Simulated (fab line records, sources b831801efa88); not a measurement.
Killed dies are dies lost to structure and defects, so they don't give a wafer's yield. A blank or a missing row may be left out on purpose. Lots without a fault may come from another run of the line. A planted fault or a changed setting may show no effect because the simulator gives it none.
fab line records | flow gf180mcu | part 2 of 2: steps 27 to 36 of 36
record lots=5 wafers=15 last_day=34
route steps=602 shown V1@351 M2@362 V2@382
lots that met no fault: from a run of the same line without faults
start_h: hours from the record's first day to the start of the lot's first wafer shown | wait_h: hours since the lot's step before | " the same as in the row above | L1.1+2: a row that stands for several wafers | - no value, or no start given | * or withheld: withheld | < > ~ a bound
route shown NAME@n: a module of which the file shows steps, and the number in the route of the first | usual: mean/standard deviation of fault-free wafers | same: alike in all rows | chamber/n: place in a boat | sites: the reading at each site | _std_site: their standard deviation | _edge_site: outer sites' mean less inner sites' | radius_mm: how far each site lies from the wafer's centre | mask NAME#n: copy n | behind: the tool/chamber that last shaped the wafer | hold: why the lot was held/for how many hours/how that ended | device: the transistor (n, p or np) that didn't switch | end of line: the same wafers' tests at the end of the route | a step without rows: its recipe alone | killed: dies lost to structure and defects at the first sort, not the wafer's yield | map: a wafer's dies, x killed, . not, _ none there
set.NAME: the setting as run; set.NAME@STEP: as run at that earlier step | model.NAME: the simulator's own value behind a step, which no gauge read
lots at some steps of the route; a table a step, a row a wafer
services: from which hour (start_h, from the record's first day; less than 0 if before it) a tool's chamber was out of use, for how many hours, and why
## steps
# step GF_M2_OVL_MEAS_15
# usual M2_OVL=3/6.4
# columns lot.wafer tool chamber start_h wait_h M2_OVL[nm]
L078.1 overlay-02 - 471.08 0.1 -5
L078.3 " - " " -5
L078.6 " - " " -1
L080.1 overlay-01 - 491.58 0.1 -1
L080.3 " - " " -1
L080.4 " - " " -2
L086.1 overlay-02 - 544.34 0.1 3
L086.2 " - " " 1
L086.5 " - " " 6
L088.1 overlay-01 - 563.31 0.1 -8
L088.2 " - " " -2
L088.3 " - " " -8
L094.1 overlay-02 - 609.19 0.1 8
L094.2 " - " " 14
L094.4 " - " " 10
# step GF_M2_METAL_ETCH_16
# recipe chemistry=Cl2/BCl3 mask_material=KrF target_depth_nm=750.8 stop_on=SiO2 pressure_mtorr=8 icp_w=800 bias_w=140 Cl2_flow_sccm=80 bcl3_flow_sccm=40 time_s=125.1
# usual drypump_motor_current_A=5.9/0.38 oes_product_au=0.991/0.0068 throttle_valve_pct=28.228/0.01
# columns lot.wafer tool chamber start_h wait_h drypump_motor_current_A oes_product_au rf_hours_counter_h throttle_valve_pct
L078.1 rie_metal-04 1 471.12 0.0 6.2 0.998 14 28.224
L078.3 " 0 " " 5.7 0.987 - 28.235
L078.6 " 0 " " 5.8 0.987 - 28.211
L080.1 rie_metal-04 0 491.62 0.0 5.8 0.980 9 28.242
L080.3 " 0 " " 5.8 0.984 - 28.234
L080.4 " 0 " " 5.7 0.983 - 28.229
L086.1 rie_metal-02 1 544.37 0.0 5.7 0.994 13 28.236
L086.2 " 0 " " 6.0 0.994 9 28.231
L086.5 " 1 " " 5.7 0.997 - 28.233
L088.1 rie_metal-04 0 563.35 0.0 5.8 0.988 11 28.224
L088.2 " 1 " " 6.2 0.981 2 28.231
L088.3 " 0 " " 5.8 0.981 - 28.248
L094.1 rie_metal-02 0 609.22 0.0 6.1 0.999 12 28.229
L094.2 " 1 " " 5.6 0.996 1 28.223
L094.4 " 1 " " 5.7 1.001 - 28.229
# step GF_M2_STRIP_17
# recipe chemistry=O2/N2 power_w=1400 pressure_mtorr=1500 platen_temp_c=250 o2_flow_sccm=3000 n2_flow_sccm=300 overash_fraction=0.5
# usual drypump_motor_current_A=5.6/0.48 heater_power_w=333/54 oes_product_au=0.536/0.0055 strip_time_to_endpoint_s=7.35/0.075
# columns lot.wafer tool chamber start_h wait_h drypump_motor_current_A heater_power_w oes_product_au rf_hours_counter_h strip_time_to_endpoint_s
L078.1 plasma_asher-03 0 471.25 0.1 5.0 268 0.532 88 7.32
L078.3 " 1 " " 6.1 288 0.540 - 7.43
L078.6 " 1 " " 6.1 282 0.543 - 7.40
L080.1 plasma_asher-03 1 491.87 0.2 6.1 284 0.538 91 7.49
L080.3 " 0 " " 5.0 265 0.538 - 7.49
L080.4 " 1 " " 6.1 292 0.540 - 7.48
L086.1 plasma_asher-03 0 544.50 0.1 5.0 274 0.539 98 7.24
L086.2 " 1 " " 6.1 285 0.538 98 7.34
L086.5 " 1 " " 6.1 283 0.528 - 7.25
L088.1 plasma_asher-03 1 563.48 0.1 6.1 295 0.547 101 7.47
L088.2 " 0 " " 5.0 271 0.536 101 7.43
L088.3 " 0 " " 5.0 269 0.546 - 7.49
L094.1 plasma_asher-02 0 609.35 0.1 5.1 320 0.532 72 7.36
L094.2 " 1 " " 5.2 405 0.527 72 7.29
L094.4 " 1 " " 5.2 406 0.537 - 7.32
# step GF_M2_STRIP_18
# recipe chemistry=post_etch_residue_remover time_s=1200 temp_c=72.5
# columns lot.wafer tool chamber start_h wait_h
L078.1+3+6 wet_bench-02 0 471.35 0.1
L080.1+3+4 wet_bench-04 3 491.97 0.1
L086.1+2+5 wet_bench-04 2 544.60 0.1
L088.1+2+3 wet_bench-04 1 563.58 0.1
L094.1+2+4 wet_bench-04 0 609.45 0.1
# step GF_M2_CLEAN_19
# recipe chemistry=DIW dry=n2_spin
# columns lot.wafer tool chamber start_h wait_h
L078.1+3+6 wet_bench-04 2 471.72 0.0
L080.1+3+4 wet_bench-02 0 492.32 0.0
L086.1+2+5 wet_bench-04 0 544.98 0.0
L088.1+2+3 wet_bench-01 0 563.95 0.0
L094.1+2+4 wet_bench-01 2 609.83 0.0
# step GF_V2_CVD_00
# recipe material=SiO2 target_thk_nm=600 sigma_open_frac=0.3 temp_c=400 time_s=100 sih4_flow_sccm=60 pressure_mtorr=6
# columns lot.wafer tool chamber start_h wait_h
L078.1+3+6 hdpcvd-01 0,2,1 471.90 0.0
L080.1+3+4 hdpcvd-01 0,1,0 492.41 0.0
L086.1+2+5 hdpcvd-02 0,1,2 545.08 0.0
L088.1+2+3 hdpcvd-01 2,0,1 564.04 0.0
L094.1+2+4 hdpcvd-01 1,2,0 609.92 0.0
# step GF_V2_THK_MEAS_01
# recipe reads=SiO2_of_V2_CVD_00
# usual V2_CVD_00_THK=604/8.1
# columns lot.wafer tool chamber start_h wait_h V2_CVD_00_THK[nm]
L078.1 film_metro-04 - 471.97 0.0 606
L078.3 " - " " 600
L078.6 " - " " 599
L080.1 film_metro-04 - 492.48 0.0 609
L080.3 " - " " 599
L080.4 " - " " 610
L086.1 film_metro-04 - 545.15 0.0 603
L086.2 " - " " 616
L086.5 " - " " 600
L088.1 film_metro-04 - 564.11 0.0 619
L088.2 " - " " 604
L088.3 " - " " 617
L094.1 film_metro-04 - 609.99 0.0 608
L094.2 " - " " 604
L094.4 " - " " 594
# step GF_V2_CVD_02
# recipe material=SiO2 target_thk_nm=850 precursor=TEOS temp_c=400 time_s=94.851 rf_w=600
# usual heater_power_w=649/130
# columns lot.wafer tool chamber start_h wait_h heater_power_w
L078.1 pecvd-04 2 472.03 0.1 724
L078.3 " 1 " " 629
L078.6 " 1 " " 485
L080.1 pecvd-02 1 492.54 0.1 757
L080.3 " 2 " " 797
L080.4 " 2 " " 835
L086.1 pecvd-03 2 545.21 0.1 714
L086.2 " 1 " " 467
L086.5 " 2 " " 746
L088.1 pecvd-02 1 564.17 0.1 816
L088.2 " 2 " " 789
L088.3 " 0 " " 667
L094.1 pecvd-03 2 610.05 0.1 767
L094.2 " 1 " " 468
L094.4 " 1 " " 486
# step GF_V2_THK_MEAS_03
# recipe reads=SiO2_of_V2_CVD_02
# usual V2_CVD_02_THK=860/12
# columns lot.wafer tool chamber start_h wait_h V2_CVD_02_THK[nm]
L078.1 film_metro-01 - 472.10 0.0 844
L078.3 " - " " 856
L078.6 " - " " 863
L080.1 film_metro-02 - 492.61 0.0 841
L080.3 " - " " 842
L080.4 " - " " 858
L086.1 film_metro-01 - 545.28 0.0 875
L086.2 " - " " 851
L086.5 " - " " 882
L088.1 film_metro-01 - 564.24 0.0 863
L088.2 " - " " 847
L088.3 " - " " 865
L094.1 film_metro-01 - 610.12 0.0 866
L094.2 " - " " 851
L094.4 " - " " 873
# step GF_V2_CMP_04
# recipe material=SiO2 down_force_psi=4 platen_rpm=60 pad_velocity_m_s=0.94248
# usual motor_current_A=12.1/0.79 time_to_endpoint_s=83/8.7
# columns lot.wafer tool chamber start_h wait_h motor_current_A time_to_endpoint_s
L078.1 cmp-02 3 472.19 0.1 11.8 87
L078.3 " 2 " " 11.5 88
L078.6 " 0 " " 11.6 87
L080.1 cmp-02 1 492.67 0.1 12.4 75
L080.3 " 2 " " 12.1 80
L080.4 " 3 " " 12.1 93
L086.1 cmp-01 0 545.39 0.1 12.8 82
L086.2 " 2 " " 12.3 78
L086.5 " 3 " " 10.4 78
L088.3 cmp-02 3 564.30 0.0 12.7 99
L088.2 " 0 " " 12.5 83
L088.1 " 1 " " 12.8 85
L094.2 cmp-02 2 610.18 0.0 12.1 81
L094.1 " 3 " " 12.3 95
L094.4 " 0 " " 11.9 89
## services
# columns tool chamber start_h hours kind
plasma_asher-04 - 421.25 9.0 pm
hdpcvd-01 - 423.41 0.6 repair
cvd_w-02 - 425.97 2.8 pm
wet_bench-03 - 434.23 3.1 repair
pvd_sputter-01 - 448.51 6.1 repair
rie_diel-01 3 455.72 16.1 repair
hdpcvd-01 - 468.86 2.8 pm
pvd_sputter-04 - 471.62 1.3 repair
pvd_sputter-03 - 476.91 1.3 repair
rie_diel-01 2 477.68 10.7 repair
rie_diel-01 - 477.79 1.2 repair
rie_diel-03 0 483.54 4.2 repair
rie_diel-03 - 484.28 2.8 pm
cmp-02 - 493.09 2.4 repair
rie_diel-01 - 498.79 2.8 pm
wet_bench-04 - 533.02 1.9 pm
cmp-02 - 534.39 1.1 repair
pvd_sputter-02 - 535.11 0.8 repair
pvd_sputter-03 - 539.03 2.9 repair
hdpcvd-01 - 539.25 15.0 pm
pvd_sputter-01 - 549.11 15.1 repair
cmp-02 - 556.67 3.4 repair
pvd_sputter-02 - 561.87 4.2 repair
cmp-02 - 572.00 4.0 pm
